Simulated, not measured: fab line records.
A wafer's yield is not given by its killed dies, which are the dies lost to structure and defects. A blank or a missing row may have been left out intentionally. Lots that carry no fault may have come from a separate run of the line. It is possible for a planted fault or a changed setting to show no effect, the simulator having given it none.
The tool behind it: which one? + flow sky130 + at 1 step of a route of 708, 12 lots with 36 wafers sampled

## WHAT EACH GAUGE READ, for each wafer
SKY_SD_P_TW_MEAS_11.
| lot  | measured     | on            | SD_P_TW        |
|------|--------------|---------------|----------------|
| L077 | day 26 13:32 | film metro-03 | 2791 2809 2805 |
| L076 | day 26 14:08 | film metro-03 | 2790 2802 2779 |
| L079 | day 27 04:02 | film metro-02 | 2817 2812 2812 |
| L081 | day 27 14:50 | film metro-02 | 2816 2805 2806 |
| L083 | day 28 10:37 | film metro-03 | 2785 2782 2783 |
| L085 | day 29 10:29 | film metro-04 | 2819 2830 2849 |
| L088 | day 31 12:38 | film metro-02 | 2824 2809 2809 |
| L090 | day 31 16:33 | film metro-04 | 2832 2833 2822 |
| L089 | day 31 17:44 | film metro-04 | 2848 2828 2836 |
| L093 | day 31 21:11 | film metro-02 | 2809 2810 2818 |
| L096 | day 33 16:38 | film metro-02 | 2816 2805 2808 |
| L097 | day 33 18:23 | film metro-02 | 2794 2800 2825 |

## EACH LOT AND THE TOOL THAT RAN IT (in order: tool; ch and the chambers of the sampled wafers; start)
The record holds no process step before these readings.

## THE ANSWER, worked out from the rows above alone
Rule: the usual values come from the lots themselves. The widest of any qualifying gaps counts: lots, ordered by their means at a reading, are off when they make up no more than a third of the lots, leave a main group of 4 or more, and stand apart from it by 3 or more times the standard deviation of that group's means. A main group is skipped when, at the precision printed for the reading in the tables above, its means are all equal. A lot without any number at a reading at which 4 lots or more have one is off too. Any other lot the step has rows for is counted as sound.
No lot is off on any of the readings shown, so nothing can be concluded from this.

## WHAT THE SIMULATOR PUT IN
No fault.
